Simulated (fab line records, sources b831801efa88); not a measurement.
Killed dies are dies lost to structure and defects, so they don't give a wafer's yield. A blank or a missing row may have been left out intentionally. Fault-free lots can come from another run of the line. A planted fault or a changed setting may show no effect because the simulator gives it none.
Chamber matching ; flow gf180mcu ; GF_PASSIVATION_ETCH_11 on rie diel-02: 4 sister chambers
The step etches the open film in CF4/O2, stops on TiN, target depth 1800 nm, time 400 s. 14 wafers are shown with their chamber, then 7 later ones without.

## WAFERS PAIRED WITH THEIR CHAMBERS
wafer;chamber;drypump motor current A (A);oes product au (a.u.);cf4 flow sccm (sccm)
L079.1;2;6.4;0.975;79.59
L079.2;3;5.4;0.956;80.12
L079.3;0;6.4;0.960;79.89
L080.2;3;5.3;0.947;80.23
L080.4;0;6.4;0.959;80.07
L080.5;3;5.4;0.966;79.97
L081.2;0;6.4;0.954;80.13
L081.3;2;6.4;0.965;79.98
L081.4;1;5.9;0.965;80.00
L082.2;0;6.4;0.954;79.86
L082.5;3;5.3;0.965;80.13
L082.6;2;6.4;0.966;79.81
L083.1;1;5.9;0.965;80.14
L083.3;2;6.4;0.974;80.35

SIGNATURES (averages over the wafers above)
reading;chamber 0;chamber 1;chamber 2;chamber 3;scatter within a chamber
drypump motor current A;6.400;5.900;6.400;5.350;0.0316
oes product au;0.95675;0.96500;0.97000;0.95850;0.00591
cf4 flow sccm;79.9875;80.0700;79.9325;80.1125;0.202
Rule: distance of a wafer from a chamber = root of the sum over the readings of ((wafer's reading minus chamber's mean) / reading's scatter) squared. If the next closest chamber is less than 2 further off than the closest, the wafer can't be placed; otherwise it belongs to the closest. The scatter is the square root of a quotient: the sum, over the shown wafers, of each reading's squared deviation from its chamber's mean, divided by wafers minus chambers.

## WAFERS WHOSE CHAMBER IS MISSING
wafer;drypump motor current A (A);oes product au (a.u.);cf4 flow sccm (sccm)
L083.6;6.4;0.975;80.08
L096.3;6.4;0.969;80.01
L096.4;6.4;0.957;79.95
L096.5;6.4;0.979;79.90
L097.1;6.4;0.958;80.18
L097.3;5.9;0.961;79.94
L097.4;5.9;0.975;80.35

## EACH ONE'S CHAMBER
wafer;from the rows above;in truth
L083.6;2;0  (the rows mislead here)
L096.3;can't be placed: 2 or 0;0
L096.4;0;0
L096.5;2;2
L097.1;can't be placed: 0 or 2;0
L097.3;1;1
L097.4;1;1
4 of 7 placed correctly. Not placeable from these rows: 2 (in 2, the candidates include the true chamber). Wrongly placed: 1.
